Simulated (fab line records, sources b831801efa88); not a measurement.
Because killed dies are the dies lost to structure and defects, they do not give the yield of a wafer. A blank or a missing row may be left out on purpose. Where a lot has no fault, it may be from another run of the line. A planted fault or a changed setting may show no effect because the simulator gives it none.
fab line records	flow sky130
record lots=7	wafers=19	lastDay=49
route steps=708 shown VIA3@576 PAD_OPEN@708
lots untouched by any fault: they come from a run of this same line in which no faults occurred
startH: start of the lot's first displayed wafer, in hours after the record's first day	waitH: hours since the lot's step before	" unchanged from the row above	L1.1+2: a single row standing in for several wafers	- value missing, or start not given	* or withheld: withheld	< > ~ a bound
route shown NAME@n: names a module that has steps shown in the file, with the first one's number in the route	usual: mean and standard deviation over wafers with no fault	same: alike in all rows	chamber/n: place in a boat	sites: each site's reading	_std_site: the standard deviation of these	_edge_site: the outer-site mean with the inner-site mean subtracted	radiusMm: how far each site lies from the wafer's centre	mask NAME#n: copy n	behind: the tool/chamber that last shaped the wafer	hold: the reason the lot was held/the length of the hold in hours/how it ended	device: whichever transistor did not switch (one of n, p or np)	end of line: tests run on the same wafers once the route is complete	a step without rows: its recipe alone	killed: dies that structure and defects cost at the first sort, which is not the same as the wafer's yield	map: per-die view of a wafer (x killed, . not killed, _ where there is no die)
set.NAME: the setting the step ran with; set.NAME@STEP: the setting that earlier step ran with	model.NAME: the simulator's own value behind a step, which no gauge read
certain route steps with their lots: each step a table, each wafer a row
services: the hour from which a tool's chamber was out of use, counted from the record's first day as startH (under 0 if before that day), plus the number of hours and why
## steps
# step SKY_VIA3_BOW_MEAS_03
# recipe mode=bow
# usual VIA3_BOW=78/7.7
lot.wafer	tool	chamber	startH	waitH	VIA3_BOW[um]
L480.1	filmMetro-04	-	918.79	0.1	93
L480.2	"	-	"	"	86
L480.5	"	-	"	"	81
L482.2	filmMetro-04	-	936.21	0.1	84
L482.4	"	-	"	"	76
L482.5	"	-	"	"	75
L490.1	filmMetro-04	-	993.90	0.1	74
L490.4	"	-	"	"	78
L492.1	filmMetro-03	-	998.44	0.1	65
L492.2	"	-	"	"	62
L492.3	"	-	"	"	77
L493.3	filmMetro-03	-	1005.39	0.3	74
L493.4	"	-	"	"	91
L495.1	filmMetro-04	-	1022.09	0.1	82
L495.4	"	-	"	"	81
L495.6	"	-	"	"	81
L499.2	filmMetro-04	-	1038.60	0.2	79
L499.5	"	-	"	"	68
L499.6	"	-	"	"	78
# step SKY_VIA3_DEHYDRATE_04
# recipe tempC=200	timeS=60
# step SKY_VIA3_HMDS_05
# recipe primeTimeS=60	primeTempC=120
# step SKY_VIA3_COAT_06
# recipe resist=BARC	tempC=withheld	timeS=withheld	spinRpm=3000	resistThkNm=60
# step SKY_VIA3_COAT_07
# recipe resist=KrF-thick	spinRpm=3000	resistThkNm=450
# step SKY_VIA3_SOFTBAKE_08
# recipe tempC=100	timeS=90	resist=KrF-thick
# step SKY_VIA3_EXPOSE_09
# recipe maskId=VIM3	na=0.8	sourceShape=annular	sigmaInner=0.55	sigmaOuter=0.85	targetCdNm=200	doseMj=38
# step SKY_VIA3_PEB_10
# recipe pebTempC=withheld	pebTimeS=withheld	resist=KrF-thick
# step SKY_VIA3_DEVELOP_11
# recipe developTimeS=60	resist=KrF-thick	devTempC=21
# step SKY_VIA3_CD_MEAS_12
# recipe targetCdNm=200
# usual cdNm=200.3/1.6
lot.wafer	tool	chamber	startH	waitH	cdNm
L480.1	cdSem-01	-	943.74	-	199.5
L480.2	"	-	"	"	198.1
L480.5	"	-	"	"	199.4
L482.2	cdSem-02	-	960.66	-	204.7
L482.4	"	-	"	"	205.0
L482.5	"	-	"	"	205.3
L490.1	cdSem-02	-	1017.04	-	199.0
L490.4	"	-	"	"	198.0
L492.1	cdSem-02	-	1022.14	-	202.6
L492.2	"	-	"	"	201.9
L492.3	"	-	"	"	201.6
L493.3	cdSem-01	-	1028.48	-	202.3
L493.4	"	-	"	"	200.2
L495.1	cdSem-02	-	1044.56	-	200.3
L495.4	"	-	"	"	199.6
L495.6	"	-	"	"	198.7
L499.2	cdSem-02	-	1059.86	-	200.8
L499.5	"	-	"	"	200.6
L499.6	"	-	"	"	201.5
# step SKY_VIA3_OVL_MEAS_13
# usual VIA3_OVL=-3/4.7
lot.wafer	tool	chamber	startH	waitH	VIA3_OVL[nm]
L480.1	overlay-01	-	943.86	0.1	-2
L480.2	"	-	"	"	2
L480.5	"	-	"	"	2
L482.2	overlay-01	-	960.76	0.1	-4
L482.4	"	-	"	"	-2
L482.5	"	-	"	"	-9
L490.1	overlay-02	-	1017.16	0.1	-3
L490.4	"	-	"	"	-2
L492.1	overlay-01	-	1022.26	0.1	-3
L492.2	"	-	"	"	-3
L492.3	"	-	"	"	4
L493.3	overlay-01	-	1028.57	0.1	3
L493.4	"	-	"	"	-3
L495.1	overlay-01	-	1044.68	0.1	2
L495.4	"	-	"	"	0
L495.6	"	-	"	"	-3
L499.2	overlay-01	-	1059.97	0.1	-1
L499.5	"	-	"	"	-12
L499.6	"	-	"	"	4
# step SKY_VIA3_ETCH_14
# recipe chemistry=N2/H2	target=BARC	ionEnergyEv=200	sourceW=500	biasW=100	pressureMtorr=30	n2FlowSccm=100	h2FlowSccm=200	stopOn=SiO2	timeS=45.9	targetDepthA=600
# usual chamberPressureMTorr=30.006/0.027	drypumpMotorCurrentA=5.9/0.53	oesProductAu=0.855/0.0044	throttleValvePct=13.225/0.0094
lot.wafer	tool	chamber	startH	waitH	chamberPressureMTorr	drypumpMotorCurrentA	oesProductAu	rfHoursCounterH	throttleValvePct
L480.1	rieDiel-04	2	943.90	0.0	30.022	6.3	0.854	16	13.214
L480.2	"	3	"	"	29.991	4.7	0.850	13	13.208
L480.5	"	1	"	"	29.993	6.4	0.856	-	13.229
L482.2	rieDiel-04	0	960.79	0.0	29.993	5.7	0.854	8	13.221
L482.4	"	2	"	"	30.009	6.3	0.860	16	13.221
L482.5	"	3	"	"	29.995	4.8	0.847	-	13.219
L490.1	rieDiel-04	3	1017.19	0.0	30.013	4.8	0.843	15	13.216
L490.4	"	2	"	"	30.046	6.3	0.852	18	13.225
L492.1	rieDiel-04	1	1022.30	0.0	29.934	6.3	0.858	20	13.233
L492.2	"	3	"	"	30.028	4.7	0.854	15	13.225
L492.3	"	0	"	"	29.933	5.7	0.864	10	13.231
L493.3	rieDiel-04	0	1028.59	0.0	30.016	5.7	0.854	10	13.215
L493.4	"	1	"	"	29.987	6.4	0.854	20	13.237
L495.1	rieDiel-03	3	1044.71	0.0	29.996	5.9	0.855	13	13.212
L495.4	"	2	"	"	30.033	6.4	0.859	20	13.222
L495.6	"	3	"	"	30.041	5.9	0.860	-	13.237
L499.2	rieDiel-03	0	1060.00	0.0	29.966	5.3	0.855	29	13.225
L499.5	"	0	"	"	30.024	5.3	0.854	-	13.245
L499.6	"	1	"	"	29.974	6.2	0.847	-	13.222
# step SKY_VIA3_ETCH_15
# recipe target=SiO2	chemistry=C4F8/O2/Ar	targetDepthNm=507	stopOn=TiN	maskMaterial=KrF-thick	sourceW=1500	biasW=1200	pressureMtorr=40	c4f8FlowSccm=withheld	O2_flow_sccm=6	Ar_flow_sccm=300	timeS=78
# usual chamberPressureMTorr=40.00/0.041	oesProductAu=0.945/0.0046
lot.wafer	tool	chamber	startH	waitH	chamberPressureMTorr	oesProductAu	rfHoursCounterH	model.VIA3.featureDepthNm	model.etch.depthNm	model.KrF-thick_of_VIA3_COAT_07.thkNm
L480.1	rieDiel-04	2	943.94	0.0	40.02	0.947	16	465.9	465.9	293.1
L480.2	"	3	"	"	40.03	0.942	13	465.3	465.3	289.4
L480.5	"	1	"	"	40.02	0.944	-	465.8	465.8	287.9
L482.2	rieDiel-04	0	960.84	0.0	40.02	0.944	8	464.9	464.9	290
L482.4	"	2	"	"	39.96	0.939	16	464.3	464.3	290.8
L482.5	"	3	"	"	40.01	0.945	-	464.1	464.1	287.5
L490.1	rieDiel-04	3	1017.24	0.0	40.01	0.942	15	464.9	464.9	290
L490.4	"	2	"	"	40.00	0.788	18	339.3	339.3	324.6
L492.1	rieDiel-04	1	1022.34	0.0	40.06	0.938	20	466	466	291.8
L492.2	"	3	"	"	40.09	0.944	15	464.2	464.2	288.4
L492.3	"	0	"	"	40.04	0.795	10	342.5	342.5	324.9
L493.3	rieDiel-04	0	1028.64	0.0	40.07	0.787	10	338.8	338.8	325.1
L493.4	"	1	"	"	39.98	0.788	20	338.9	338.9	323.8
L495.1	rieDiel-03	3	1044.76	0.0	40.05	0.948	13	465.1	465.1	294.1
L495.4	"	2	"	"	39.95	0.947	20	465.5	465.5	296.8
L495.6	"	3	"	"	40.00	0.941	-	465.9	465.9	293.8
L499.2	rieDiel-03	0	1060.04	0.0	39.95	0.945	29	464.8	464.8	289.7
L499.5	"	0	"	"	39.98	0.946	-	463.6	463.6	289.9
L499.6	"	1	"	"	40.04	0.942	-	462.8	462.8	292.7
# step SKY_VIA3_STRIP_16
# recipe chemistry=O2/N2	powerW=1400	pressureMtorr=1500	platenTempC=withheld	o2FlowSccm=3000	n2FlowSccm=300	overashFraction=0.5
# usual chamberPressureMTorr=1499.9/1.4	drypumpMotorCurrentA=5.6/0.38	oesProductAu=0.402/0.0049	stripTimeToEndpointS=4.124/0.024
lot.wafer	tool	chamber	startH	waitH	chamberPressureMTorr	drypumpMotorCurrentA	oesProductAu	rfHoursCounterH	stripTimeToEndpointS
L480.1	plasmaAsher-04	0	944.00	0.0	1501.0	5.4	0.406	51	4.141
L480.2	"	1	"	"	1498.5	5.3	0.404	51	4.116
L480.5	"	1	"	"	1499.5	5.3	0.406	-	4.088
L482.2	plasmaAsher-03	1	960.90	0.0	1499.7	5.0	0.406	87	4.118
L482.4	"	0	"	"	1500.0	6.1	0.400	-	4.113
L482.5	"	1	"	"	1499.4	4.9	0.392	-	4.091
L490.1	plasmaAsher-03	0	1017.30	0.0	1502.1	6.1	0.401	93	4.105
L490.4	"	0	"	"	1499.1	6.1	0.409	-	4.480
L492.1	plasmaAsher-01	1	1022.40	0.0	1498.6	5.7	0.404	28	4.138
L492.2	"	0	"	"	1498.4	5.9	0.410	28	4.108
L492.3	"	0	"	"	1495.8	5.9	0.406	-	4.481
L493.3	plasmaAsher-01	0	1028.73	0.1	1500.9	5.9	0.418	-	4.496
L493.4	"	1	"	"	1502.8	5.6	0.421	-	4.490
L495.1	plasmaAsher-04	0	1044.82	0.0	1498.6	5.4	0.406	61	4.166
L495.4	"	1	"	"	1500.2	5.3	0.406	-	4.198
L495.6	"	1	"	"	1497.2	5.3	0.393	-	4.146
L499.2	plasmaAsher-03	1	1060.10	0.0	1500.8	5.0	0.403	97	4.118
L499.5	"	0	"	"	1499.7	6.1	0.399	-	4.136
L499.6	"	1	"	"	1498.3	5.0	0.399	-	4.143
# step SKY_VIA3_STRIP_17
# recipe chemistry=postEtchResidueRemover	timeS=1200	tempC=72.5
# step SKY_PAD_OPEN_PROBE_99
# usual defectLimitedYield=82.4/1.9	killed_at_M0_to_M3=43/7.5	killed_at_M4_up=3.3/1.9	killedAtContacts=24/4.6	killedAtFrontEnd=16/4.9	killedAtOther=0.2/0.46	killedDies=87/9.1	killedOpen=47/7.4	killedShort=39/6.6
# same grossDies=492	killedAtBackSide=0
lot.wafer	tool	chamber	startH	waitH	defectLimitedYield[%]	killed_at_M0_to_M3	killed_at_M4_up	killedAtContacts	killedAtFrontEnd	killedAtOther	killedDies	killedOpen	killedShort	model.etest.tester.sortNPass	model.etest.tester.sort_bin_5_pct	model.etest.tester.sortYieldPct	model.etest.sonosProgrammed.underFloor	model.etest.resHighPo.open	model.etest.isoNwellNwell.underFloor	model.etest.resPwdeUnderGate.open	model.etest.resLi.open
L480.1	prober-01	-	1088.25	0.1	82.7	44	1	29	11	0	85	53	32	407	11.18	82.72	0	0	0	0	0
L480.2	prober-01	-	1088.30	0.1	82.1	53	5	16	14	0	88	42	46	404	11.18	82.11	0	0	0	0	0
L480.5	prober-01	-	1088.45	0.2	80.7	41	5	27	21	1	95	56	39	397	10.37	80.69	0	0	0	0	0
L482.2	prober-01	-	1103.85	0.1	83.7	40	4	25	11	0	80	51	28	412	8.943	83.74	0	0	0	0	0
L482.4	prober-01	-	1103.95	0.2	83.7	41	4	19	16	0	80	51	26	412	9.553	83.74	0	0	0	0	0
L482.5	prober-01	-	1104.00	0.2	83.5	38	7	20	16	0	81	43	38	411	10.16	83.54	0	0	0	0	0
L490.1	prober-02	-	1150.37	0.1	79.7	43	6	35	16	0	100	46	54	392	11.18	79.67	0	0	0	0	0
L490.4	prober-02	-	1150.52	0.2	85.2	32	3	21	17	0	73	40	33	0	94.11	0	1	1	1	1	1
L492.1	prober-02	-	1153.37	0.1	80.7	43	4	30	18	0	95	43	52	397	11.79	80.69	0	0	0	0	0
L492.2	prober-02	-	1153.42	0.1	79.9	45	4	22	28	0	99	65	33	393	12.6	79.88	0	0	0	0	0
L492.3	prober-02	-	1153.47	0.2	82.3	44	3	19	21	0	87	47	40	0	93.7	0	1	1	1	1	1
L493.3	prober-01	-	1158.41	0.2	83.9	41	2	24	12	0	79	48	31	0	93.29	0	1	1	1	1	1
L493.4	prober-01	-	1158.46	0.2	81.7	51	1	23	15	0	90	51	37	0	91.26	0	1	1	1	1	1
L495.1	prober-01	-	1170.63	0.1	82.9	49	3	23	9	0	84	44	40	408	9.35	82.93	0	0	0	0	0
L495.4	prober-01	-	1170.78	0.2	81.3	54	3	21	14	0	92	61	31	400	13.01	81.3	0	0	0	0	0
L495.6	prober-01	-	1170.88	0.2	79.7	48	4	28	20	0	100	38	62	392	11.79	79.67	0	0	0	0	0
L499.2	prober-02	-	1182.28	0.1	83.1	48	6	24	5	0	83	46	37	409	9.146	83.13	0	0	0	0	0
L499.5	prober-02	-	1182.43	0.2	84.1	30	4	24	20	0	78	47	31	414	10.16	84.15	0	0	0	0	0
L499.6	prober-02	-	1182.48	0.2	85.0	34	2	25	13	0	74	46	28	418	8.537	84.96	0	0	0	0	0
# killed by level:class
L480.1 VIA1:geometricParticle:open=14 CONTACT:geometricParticle:open=11 LI_CONTACT:geometricParticle:open=10 VIA3:geometricParticle:short=8 VIA2:geometricParticle:open=6 POLY_GATE:geometricParticle:short=4 LOCAL_INTERCONNECT:geometricParticle:short=4 VIA3:geometricParticle:open=4
L480.2 METAL2:geometricParticle:short=9 VIA3:geometricParticle:open=7 METAL1:geometricParticle:short=7 VIA1:geometricParticle:open=7 VIA3:geometricParticle:short=7 LI_CONTACT:geometricParticle:open=6 VIA2:geometricParticle:open=6 CONTACT:geometricParticle:open=5
L480.5 LI_CONTACT:geometricParticle:open=10 CONTACT:geometricParticle:open=9 POLY_GATE:geometricParticle:open=8 VIA2:geometricParticle:open=8 VIA1:geometricParticle:open=7 VIA3:geometricParticle:open=6 FIELD_ISO:geometricParticle:short=5 POLY_GATE:geometricParticle:short=4
L482.2 CONTACT:geometricParticle:open=11 VIA1:geometricParticle:open=9 VIA3:geometricParticle:open=8 VIA2:geometricParticle:open=7 CONTACT:geometricParticle:short=6 LI_CONTACT:geometricParticle:open=5 METAL1:geometricParticle:short=5 POLY_GATE:geometricParticle:open=4
L482.4 VIA1:geometricParticle:open=14 CONTACT:geometricParticle:open=12 VIA2:geometricParticle:open=5 METAL2:geometricParticle:short=4 VIA2:geometricParticle:short=4 VIA3:geometricParticle:open=4 FIELD_ISO:geometricParticle:open=3 POLY_GATE:geometricParticle:open=3
L482.5 CONTACT:geometricParticle:open=10 METAL2:geometricParticle:short=10 VIA3:geometricParticle:open=9 FIELD_ISO:geometricParticle:open=5 LI_CONTACT:geometricParticle:open=5 VIA1:geometricParticle:open=5 POLY_GATE:geometricParticle:open=4 VIA3:geometricParticle:short=4
L490.1 CONTACT:geometricParticle:open=14 VIA1:geometricParticle:open=10 FIELD_ISO:geometricParticle:short=8 VIA3:geometricParticle:open=8 LI_CONTACT:geometricParticle:open=7 LOCAL_INTERCONNECT:geometricParticle:short=7 VIA3:geometricParticle:short=7 METAL2:geometricParticle:short=6
L490.4 LI_CONTACT:geometricParticle:open=11 FIELD_ISO:geometricParticle:short=6 LOCAL_INTERCONNECT:geometricParticle:short=5 METAL2:geometricParticle:short=5 VIA3:geometricParticle:open=5 FIELD_ISO:geometricParticle:open=4 METAL1:geometricParticle:short=4 METAL2:geometricParticle:open=4
L492.1 CONTACT:geometricParticle:open=9 VIA1:geometricParticle:open=8 METAL1:geometricParticle:short=7 VIA3:geometricParticle:short=7 LI_CONTACT:geometricParticle:open=6 METAL2:geometricParticle:short=6 FIELD_ISO:geometricParticle:open=5 LOCAL_INTERCONNECT:geometricParticle:short=5
L492.2 VIA1:geometricParticle:open=11 FIELD_ISO:geometricParticle:open=9 LI_CONTACT:geometricParticle:open=8 CONTACT:geometricParticle:open=8 POLY_GATE:geometricParticle:open=7 VIA2:geometricParticle:open=7 VIA3:geometricParticle:open=6 METAL1:geometricParticle:short=5
L492.3 METAL2:geometricParticle:short=10 CONTACT:geometricParticle:open=9 VIA1:geometricParticle:open=9 FIELD_ISO:geometricParticle:open=8 VIA2:geometricParticle:open=7 FIELD_ISO:geometricParticle:short=5 POLY_GATE:geometricParticle:short=5 VIA3:geometricParticle:open=5
L493.3 LI_CONTACT:geometricParticle:open=8 VIA3:geometricParticle:open=8 VIA2:geometricParticle:open=7 CONTACT:geometricParticle:open=6 VIA1:geometricParticle:open=6 METAL2:geometricParticle:short=5 FIELD_ISO:geometricParticle:short=4 LOCAL_INTERCONNECT:geometricParticle:short=4
L493.4 VIA1:geometricParticle:open=14 LI_CONTACT:geometricParticle:open=9 CONTACT:geometricParticle:open=8 VIA2:geometricParticle:open=7 VIA1:geometricParticle:short=6 METAL1:geometricParticle:short=6 VIA3:geometricParticle:open=5 METAL2:geometricParticle:short=5
L495.1 VIA1:geometricParticle:open=14 CONTACT:geometricParticle:open=10 VIA1:geometricParticle:short=8 METAL2:geometricParticle:short=8 LI_CONTACT:geometricParticle:open=7 FIELD_ISO:geometricParticle:short=5 VIA3:geometricParticle:short=4 LOCAL_INTERCONNECT:geometricParticle:short=3
L495.4 VIA1:geometricParticle:open=21 CONTACT:geometricParticle:open=9 METAL2:geometricParticle:short=6 VIA3:geometricParticle:open=6 LI_CONTACT:geometricParticle:open=5 FIELD_ISO:geometricParticle:open=4 POLY_GATE:geometricParticle:open=4 LI_CONTACT:geometricParticle:short=4
L495.6 CONTACT:geometricParticle:short=15 VIA1:geometricParticle:open=9 VIA1:geometricParticle:short=7 FIELD_ISO:geometricParticle:short=6 METAL2:geometricParticle:short=6 LOCAL_INTERCONNECT:geometricParticle:short=5 METAL2:geometricParticle:open=5 LI_CONTACT:geometricParticle:open=4
L499.2 VIA1:geometricParticle:open=11 VIA2:geometricParticle:open=9 CONTACT:geometricParticle:open=8 VIA3:geometricParticle:open=8 LI_CONTACT:geometricParticle:open=7 METAL1:geometricParticle:short=6 VIA2:geometricParticle:short=5 METAL2:geometricParticle:short=4
L499.5 VIA1:geometricParticle:open=8 CONTACT:geometricParticle:short=6 CONTACT:geometricParticle:open=6 POLY_GATE:geometricParticle:open=5 LI_CONTACT:geometricParticle:open=5 LOCAL_INTERCONNECT:geometricParticle:short=5 VIA3:geometricParticle:open=5 FIELD_ISO:geometricParticle:short=4
L499.6 VIA1:geometricParticle:open=10 LI_CONTACT:geometricParticle:open=9 VIA3:geometricParticle:open=8 CONTACT:geometricParticle:open=7 FIELD_ISO:geometricParticle:short=4 VIA1:geometricParticle:short=4 FIELD_ISO:geometricParticle:open=3 LOCAL_INTERCONNECT:geometricParticle:short=3
## services
tool	chamber	startH	hours	kind
plasmaAsher-01	-	964.92	2.0	repair
rieDiel-03	1	970.18	14.6	repair
rieDiel-04	3	976.97	8.4	repair
rieDiel-03	-	1004.63	0.2	repair
plasmaAsher-01	-	1018.81	2.8	pm
plasmaAsher-03	-	1035.68	1.2	repair
rieDiel-03	2	1046.63	14.8	repair
## key
firstSign step=SKY_VIA3_ETCH_15	reading=oesProductAu	direction=down	sigmas=34	usual=0.945	struck=0.790
effect step=SKY_VIA3_STRIP_16	reading=stripTimeToEndpointS	direction=up	sigmas=15	usual=*	struck=*
modelEffect step=SKY_VIA3_ETCH_15	value=VIA3.featureDepthNm	without=464.8	struck=339.9
modelEffect step=SKY_PAD_OPEN_PROBE_99	value=etest.tester.sortNPass	without=409.8	struck=0
metAt SKY_VIA3_ETCH_15
struckWafers L490.4,L492.3,L493.3,L493.4
onsetBetween 960.84 1017.24
fault kind=processParameterDrift	tool=rieDiel-04	chamber=-	onsetH=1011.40	steps=SKY_VIA3_ETCH_15	channel=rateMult	offset=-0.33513	shape=step	endH=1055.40	scope=struckWafersOnly
